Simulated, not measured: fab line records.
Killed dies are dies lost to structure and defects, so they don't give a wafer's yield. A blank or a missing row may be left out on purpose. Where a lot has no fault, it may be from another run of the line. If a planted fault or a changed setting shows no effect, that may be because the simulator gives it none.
fab line records | flow gf180mcu
[record] lots = 13 | wafers = 39 | lastDay = 34
route steps=602 shown LVPWELL@63 M1@319 V1@358 M2@376
lots with no fault: from the same line, run without faults
startH: start of the lot's first displayed wafer, in hours after the record's first day | waitH: hours from the lot's prior step to this one | " as in the row above | L1.1+2: a single row standing in for several wafers | - no value present, or no start provided | * or withheld: withheld | < > ~ a bound
route shown NAME@n: names a module that has steps shown in the file, with the first one's number in the route | usual: mean and standard deviation over wafers with no fault | same: alike in all rows | chamber/n: place in a boat | sites: the reading at each site | _std_site: the standard deviation of these | _edge_site: inner sites' mean taken away from outer sites' mean | radiusMm: for every site, how far away it sits from the centre of the wafer | mask NAME#n: copy n | behind: the last tool/chamber to shape the wafer | hold: cause of the lot's hold/its duration in hours/its outcome | device: which transistor (n, p or np) failed to switch | end of line: the route-end tests of the same wafers | a step given without rows: its recipe and nothing more | killed: dies lost to structure and defects at the first sort, not the wafer's yield | map: shows each die of a wafer: x if killed, . if not, _ if none is there
set.NAME: the run value of the setting; set.NAME@STEP: its run value at that earlier step | model.NAME: the simulator's own value behind a step, which no gauge read
route steps across a sampled set of lots; one table per step, one row per wafer
services: a tool's chamber out of use, with start hour (startH, from the record's first day; less than 0 if before it), hours out, and reason
[[steps]]
[step GF_LVPWELL_IMPLANT_09]
[recipe] species = B | energyKev = 60.71 | doseCm2 = 5e+12 | tiltDeg = 0
[usual] beamOnS = 10.03/0.2 | doseIonsCm2 = 5e+12/4.5e+09 | faradayCurrentUA = 28.1/0.58
lot.wafer | tool         | chamber | startH | waitH | beamOnS | doseIonsCm2 | faradayCurrentUA
L569.1    | implanter-04 | 0       | 73.64  | 0.1   | 9.95    | 5.007e+12   | 28.4
L569.3    | "            | 0       | "      | "     | 10.27   | 4.999e+12   | 27.3
L569.5    | "            | 0       | "      | "     | 9.93    | 4.999e+12   | 28.3
L572.3    | implanter-02 | 0       | 91.09  | 0.1   | 10.27   | 4.992e+12   | 27.4
L572.4    | "            | 0       | "      | "     | 10.10   | 5.003e+12   | 27.8
L572.5    | "            | 0       | "      | "     | 9.94    | 4.999e+12   | 28.4
L575.2    | implanter-01 | 0       | 107.33 | 0.1   | 10.06   | 5.008e+12   | 28.0
L575.4    | "            | 0       | "      | "     | 9.65    | 5.004e+12   | 29.2
L575.5    | "            | 0       | "      | "     | 10.22   | 5.008e+12   | 27.5
L576.1    | implanter-04 | 0       | 113.40 | 0.1   | 9.90    | 5.003e+12   | 28.6
L576.3    | "            | 0       | "      | "     | 9.87    | 5.002e+12   | 28.6
L576.6    | "            | 0       | "      | "     | 10.76   | 5.001e+12   | 26.0
L577.1    | implanter-04 | 0       | 118.29 | 0.1   | 10.13   | 5.003e+12   | 27.7
L577.3    | "            | 0       | "      | "     | 10.00   | 4.996e+12   | 28.2
L577.6    | "            | 0       | "      | "     | 9.96    | 5.002e+12   | 28.3
L578.2    | implanter-02 | 0       | 126.86 | 0.1   | 10.18   | 4.996e+12   | 27.7
L578.5    | "            | 0       | "      | "     | 9.86    | 4.994e+12   | 28.5
L578.6    | "            | 0       | "      | "     | 10.00   | 5.006e+12   | 28.2
L579.1    | implanter-02 | 0       | 130.55 | 0.1   | 10.21   | 5.01e+12    | 27.6
L579.3    | "            | 0       | "      | "     | 9.95    | 5.002e+12   | 28.4
L579.6    | "            | 0       | "      | "     | 9.92    | 4.999e+12   | 28.5
L580.1    | implanter-01 | 0       | 137.40 | 0.1   | 10.08   | 4.992e+12   | 28.0
L580.2    | "            | 0       | "      | "     | 9.97    | 5.008e+12   | 28.4
L580.3    | "            | 0       | "      | "     | 9.88    | 5.004e+12   | 28.6
L584.3    | implanter-01 | 0       | 160.30 | 0.1   | 10.08   | 4.993e+12   | 28.1
L584.5    | "            | 0       | "      | "     | 9.81    | 4.998e+12   | 28.8
L584.6    | "            | 0       | "      | "     | 9.93    | 4.996e+12   | 28.4
L585.1    | implanter-01 | 0       | 166.34 | 0.1   | 9.96    | 5e+12       | 28.3
L585.2    | "            | 0       | "      | "     | 9.75    | 4.995e+12   | 28.9
L585.5    | "            | 0       | "      | "     | 10.20   | 5.002e+12   | 27.6
L587.1    | implanter-04 | 0       | 177.60 | 0.1   | 9.55    | 3.997e+12   | 23.6
L587.2    | "            | 0       | "      | "     | 9.62    | 3.997e+12   | 23.4
L587.4    | "            | 0       | "      | "     | 10.33   | 3.995e+12   | 21.8
L589.1    | implanter-04 | 0       | 187.20 | 0.1   | 9.78    | 4.002e+12   | 23.0
L589.3    | "            | 0       | "      | "     | 9.95    | 3.998e+12   | 22.5
L589.6    | "            | 0       | "      | "     | 10.24   | 4.002e+12   | 21.9
L591.4    | implanter-01 | 0       | 199.93 | 0.1   | 9.91    | 4.994e+12   | 28.4
L591.5    | "            | 0       | "      | "     | 10.11   | 4.998e+12   | 27.9
L591.6    | "            | 0       | "      | "     | 9.98    | 4.998e+12   | 28.2
[step GF_VT_IMPLANT_RS_MEAS_48]
[recipe] thkMeasGauge = four-point-probe
[usual] LVPWELL_RS = 1197/3.4
lot.wafer | tool         | chamber | startH | waitH | LVPWELL_RS[ohm/sq]
L569.1    | filmMetro-02 | -       | 163.25 | 0.1   | 1195
L569.3    | "            | -       | "      | "     | 1196
L569.5    | "            | -       | "      | "     | 1196
L572.3    | filmMetro-01 | -       | 185.38 | 0.1   | 1201
L572.4    | "            | -       | "      | "     | 1200
L572.5    | "            | -       | "      | "     | 1198
L575.2    | filmMetro-02 | -       | 204.02 | 0.1   | 1201
L575.4    | "            | -       | "      | "     | 1199
L575.5    | "            | -       | "      | "     | 1199
L576.1    | filmMetro-02 | -       | 211.50 | 0.1   | 1196
L576.3    | "            | -       | "      | "     | 1194
L576.6    | "            | -       | "      | "     | 1197
L577.1    | filmMetro-03 | -       | 216.61 | 0.1   | 1200
L577.3    | "            | -       | "      | "     | 1202
L577.6    | "            | -       | "      | "     | 1199
L578.2    | filmMetro-02 | -       | 228.21 | 0.1   | 1198
L578.5    | "            | -       | "      | "     | 1192
L578.6    | "            | -       | "      | "     | 1198
L579.1    | filmMetro-01 | -       | 230.95 | 0.1   | 1202
L579.3    | "            | -       | "      | "     | 1199
L579.6    | "            | -       | "      | "     | 1203
L580.1    | filmMetro-03 | -       | 241.95 | 0.1   | 1194
L580.2    | "            | -       | "      | "     | 1194
L580.3    | "            | -       | "      | "     | 1193
L584.3    | filmMetro-02 | -       | 268.64 | 0.1   | 1190
L584.5    | "            | -       | "      | "     | 1195
L584.6    | "            | -       | "      | "     | 1194
L585.1    | filmMetro-02 | -       | 273.09 | 0.1   | 1198
L585.2    | "            | -       | "      | "     | 1204
L585.5    | "            | -       | "      | "     | 1198
L587.1    | filmMetro-03 | -       | 287.94 | 0.1   | 1250
L587.2    | "            | -       | "      | "     | 1249
L587.4    | "            | -       | "      | "     | 1250
L589.1    | filmMetro-03 | -       | 298.49 | 0.1   | 1242
L589.3    | "            | -       | "      | "     | 1242
L589.6    | "            | -       | "      | "     | 1244
L591.4    | filmMetro-02 | -       | 313.60 | 0.1   | 1192
L591.5    | "            | -       | "      | "     | 1194
L591.6    | "            | -       | "      | "     | 1194
[step GF_M1_SPUTTER_04]
[recipe] material = TiN | targetThkNm = 50 | powerW = 6500 | timeS = 43.25 | chamberPressurePa = 0.4
[usual] throttleValvePct = 30.3/0.72
lot.wafer | tool          | chamber | startH | waitH | throttleValvePct
L569.1    | pvdSputter-01 | -       | 368.61 | 0.0   | 30.1
L569.3    | "             | -       | "      | "     | 30.3
L569.5    | "             | -       | "      | "     | 31.1
L572.3    | pvdSputter-01 | -       | 399.48 | 0.0   | 30.9
L572.4    | "             | -       | "      | "     | 30.6
L572.5    | "             | -       | "      | "     | 30.3
L575.2    | pvdSputter-02 | -       | 427.13 | 0.0   | 30.0
L575.4    | "             | -       | "      | "     | 30.7
L575.5    | "             | -       | "      | "     | 31.3
L576.1    | pvdSputter-01 | -       | 436.31 | 0.0   | 31.1
L576.3    | "             | -       | "      | "     | 29.9
L576.6    | "             | -       | "      | "     | 29.6
L577.1    | pvdSputter-02 | -       | 441.53 | 0.0   | 30.7
L577.3    | "             | -       | "      | "     | 30.0
L577.6    | "             | -       | "      | "     | 30.0
L578.2    | pvdSputter-03 | -       | 455.30 | 0.0   | 32.0
L578.5    | "             | -       | "      | "     | 29.2
L578.6    | "             | -       | "      | "     | 30.3
L579.1    | pvdSputter-03 | -       | 462.33 | 0.0   | 31.8
L579.3    | "             | -       | "      | "     | 29.6
L579.6    | "             | -       | "      | "     | 29.5
L580.1    | pvdSputter-01 | -       | 479.68 | 0.0   | 30.6
L580.2    | "             | -       | "      | "     | 29.7
L580.3    | "             | -       | "      | "     | 30.9
L584.3    | pvdSputter-03 | -       | 511.88 | 0.0   | 30.2
L584.5    | "             | -       | "      | "     | 29.5
L584.6    | "             | -       | "      | "     | 29.6
L585.1    | pvdSputter-02 | -       | 513.83 | 0.0   | 30.7
L585.2    | "             | -       | "      | "     | 30.0
L585.5    | "             | -       | "      | "     | 30.2
L587.1    | pvdSputter-01 | -       | 534.48 | 0.0   | 29.7
L587.2    | "             | -       | "      | "     | 30.3
L587.4    | "             | -       | "      | "     | 31.1
L589.1    | pvdSputter-03 | -       | 542.05 | 0.0   | 30.5
L589.3    | "             | -       | "      | "     | 32.0
L589.6    | "             | -       | "      | "     | 29.4
L591.4    | pvdSputter-01 | -       | 561.53 | 0.0   | 29.9
L591.5    | "             | -       | "      | "     | 31.0
L591.6    | "             | -       | "      | "     | 30.0
[step GF_V1_CVD_23]
[recipe] material = W | targetThkNm = 350 | timeS = 105.05 | tempC = 400 | pressureTorr = 40
[usual] heaterPowerW = 899/72
lot.wafer | tool    | chamber | startH | waitH | heaterPowerW
L569.1    | cvdW-01 | 0       | 417.07 | 0.0   | 948
L569.3    | "       | 1       | "      | "     | 803
L569.5    | "       | 0       | "      | "     | 974
L572.3    | cvdW-01 | 0       | 448.07 | 0.1   | 948
L572.4    | "       | 1       | "      | "     | 808
L572.5    | "       | 0       | "      | "     | 944
L575.2    | cvdW-02 | 1       | 480.27 | 0.0   | 909
L575.4    | "       | 1       | "      | "     | 864
L575.5    | "       | 0       | "      | "     | 967
L576.1    | cvdW-02 | 1       | 485.67 | 0.0   | 890
L576.3    | "       | 1       | "      | "     | 891
L576.6    | "       | 0       | "      | "     | 969
L577.1    | cvdW-02 | 1       | 489.62 | 0.0   | 866
L577.3    | "       | 0       | "      | "     | 979
L577.6    | "       | 1       | "      | "     | 880
L578.2    | cvdW-02 | 1       | 506.58 | 0.0   | 893
L578.5    | "       | 0       | "      | "     | 972
L578.6    | "       | 1       | "      | "     | 885
L579.1    | cvdW-02 | 1       | 511.94 | 0.0   | 883
L579.3    | "       | 1       | "      | "     | 885
L579.6    | "       | 0       | "      | "     | 959
L580.1    | cvdW-02 | 0       | 528.05 | 0.0   | 992
L580.2    | "       | 1       | "      | "     | 892
L580.3    | "       | 0       | "      | "     | 973
L584.3    | cvdW-02 | 0       | 560.06 | 0.1   | 975
L584.5    | "       | 0       | "      | "     | 972
L584.6    | "       | 1       | "      | "     | 895
L585.1    | cvdW-02 | 1       | 562.02 | 0.0   | 887
L585.2    | "       | 0       | "      | "     | 991
L585.5    | "       | 0       | "      | "     | 953
L587.1    | cvdW-01 | 1       | 581.46 | 0.0   | 802
L587.2    | "       | 0       | "      | "     | 957
L587.4    | "       | 1       | "      | "     | 799
L589.1    | cvdW-01 | 1       | 588.32 | 0.0   | 791
L589.3    | "       | 1       | "      | "     | 770
L589.6    | "       | 1       | "      | "     | 810
L591.4    | cvdW-01 | 1       | 606.41 | 0.1   | 776
L591.5    | "       | 0       | "      | "     | 939
L591.6    | "       | 1       | "      | "     | 770
[step GF_M2_CD_MEAS_14]
[recipe] targetCdNm = 280
[usual] cdNm = 279.8/1.1
lot.wafer | tool     | chamber | startH | waitH | cdNm
L569.1    | cdSem-01 | -       | 441.30 | 0.1   | 278.5
L569.3    | "        | -       | "      | "     | 278.8
L569.5    | "        | -       | "      | "     | 278.1
L572.3    | cdSem-01 | -       | 478.55 | 6.0   | 279.0
L572.4    | "        | -       | "      | "     | 279.0
L572.5    | "        | -       | "      | "     | 279.2
L575.2    | cdSem-01 | -       | 504.98 | 0.1   | 281.3
L575.4    | "        | -       | "      | "     | 281.6
L575.5    | "        | -       | "      | "     | 280.8
L576.1    | cdSem-01 | -       | 510.18 | 0.2   | 279.5
L576.3    | "        | -       | "      | "     | 278.8
L576.6    | "        | -       | "      | "     | 279.2
L577.1    | cdSem-01 | -       | 513.47 | 0.2   | 278.9
L577.3    | "        | -       | "      | "     | 279.3
L577.6    | "        | -       | "      | "     | 278.6
L578.2    | cdSem-01 | -       | 531.04 | 0.1   | 278.2
L578.5    | "        | -       | "      | "     | 277.7
L578.6    | "        | -       | "      | "     | 278.5
L579.1    | cdSem-02 | -       | 536.15 | 0.1   | 281.1
L579.3    | "        | -       | "      | "     | 280.4
L579.6    | "        | -       | "      | "     | 281.3
L580.1    | cdSem-02 | -       | 550.72 | 0.1   | 280.9
L580.2    | "        | -       | "      | "     | 280.8
L580.3    | "        | -       | "      | "     | 280.4
L584.3    | cdSem-01 | -       | 583.01 | 0.1   | 280.9
L584.5    | "        | -       | "      | "     | 280.0
L584.6    | "        | -       | "      | "     | 280.7
L585.1    | cdSem-01 | -       | 584.61 | 0.1   | 280.4
L585.2    | "        | -       | "      | "     | 280.9
L585.5    | "        | -       | "      | "     | 281.4
L587.1    | cdSem-01 | -       | 603.56 | 0.1   | 279.2
L587.2    | "        | -       | "      | "     | 278.2
L587.4    | "        | -       | "      | "     | 280.0
L589.1    | cdSem-02 | -       | 610.31 | 0.1   | 278.7
L589.3    | "        | -       | "      | "     | 280.7
L589.6    | "        | -       | "      | "     | 280.7
L591.4    | cdSem-02 | -       | 627.67 | 0.1   | 280.5
L591.5    | "        | -       | "      | "     | 279.2
L591.6    | "        | -       | "      | "     | 279.8
[[services]]
tool          | chamber | startH | hours | kind
pvdSputter-01 | -       | 62.27  | 4.7   | repair
implanter-04  | -       | 86.74  | 4.7   | pm
cvdW-01       | 1       | 97.38  | 9.3   | repair
implanter-01  | -       | 118.82 | 2.9   | repair
cvdW-02       | -       | 153.13 | 0.5   | repair
cvdW-02       | -       | 166.90 | 0.8   | repair
implanter-01  | -       | 202.55 | 0.6   | repair
cvdW-02       | 0       | 221.08 | 3.1   | repair
implanter-04  | -       | 248.04 | 6.6   | repair
implanter-01  | -       | 250.84 | 0.6   | repair
cvdW-02       | 1       | 251.50 | 6.6   | repair
implanter-04  | -       | 254.20 | 8.3   | repair
cvdW-01       | 0       | 266.83 | 3.6   | repair
pvdSputter-01 | -       | 309.85 | 6.8   | repair
cvdW-02       | 1       | 337.22 | 20.1  | repair
implanter-01  | -       | 355.82 | 1.2   | repair
implanter-04  | -       | 366.75 | 4.0   | repair
cvdW-01       | -       | 390.00 | 14.0  | pm
implanter-01  | -       | 398.49 | 2.1   | pm
implanter-01  | -       | 444.26 | 6.0   | pm
implanter-04  | -       | 515.57 | 6.6   | repair
cvdW-02       | -       | 517.08 | 6.9   | pm
cvdW-02       | 0       | 534.36 | 7.3   | repair
cvdW-02       | -       | 578.01 | 65.6  | repair
[[key]]
[firstSign] step = GF_LVPWELL_IMPLANT_09 | reading = doseIonsCm2 | direction = down | sigmas = 99+ | usual = 5e+12 | struck = 3.999e+12
[effect] step = GF_LVPWELL_IMPLANT_09 | reading = faradayCurrentUA | direction = down | sigmas = 9.3 | usual = 28.1 | struck = 22.7
[effect] step = GF_VT_IMPLANT_RS_MEAS_48 | reading = LVPWELL_RS | direction = up | sigmas = 14 | usual = 1197 | struck = 1246
metAt GF_LVPWELL_IMPLANT_09
struckLots L587,L589
testerLeftOut L587,L589
notActingAt GF_M1_SPUTTER_04,GF_V1_CVD_23,GF_M2_CD_MEAS_14
onsetBetween 118.29 177.60
[fault] kind = processParameterDrift | tool = implanter-04 | chamber = - | onsetH = 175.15 | steps = GF_LVPWELL_IMPLANT_09 | channel = doseCm2 | offset = -1.0012e+12 | shape = step | endH = 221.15 | actsIn = theseRecipesOnly | stated = 5e+12
// testerLeftOut: of these lots the tester's yield and bins aren't shown, on N5 and GAA mostly nor the transistor test; their killed dies are dies lost to structure and defects alone, not to doping, threshold or leakage, so they don't give the yield
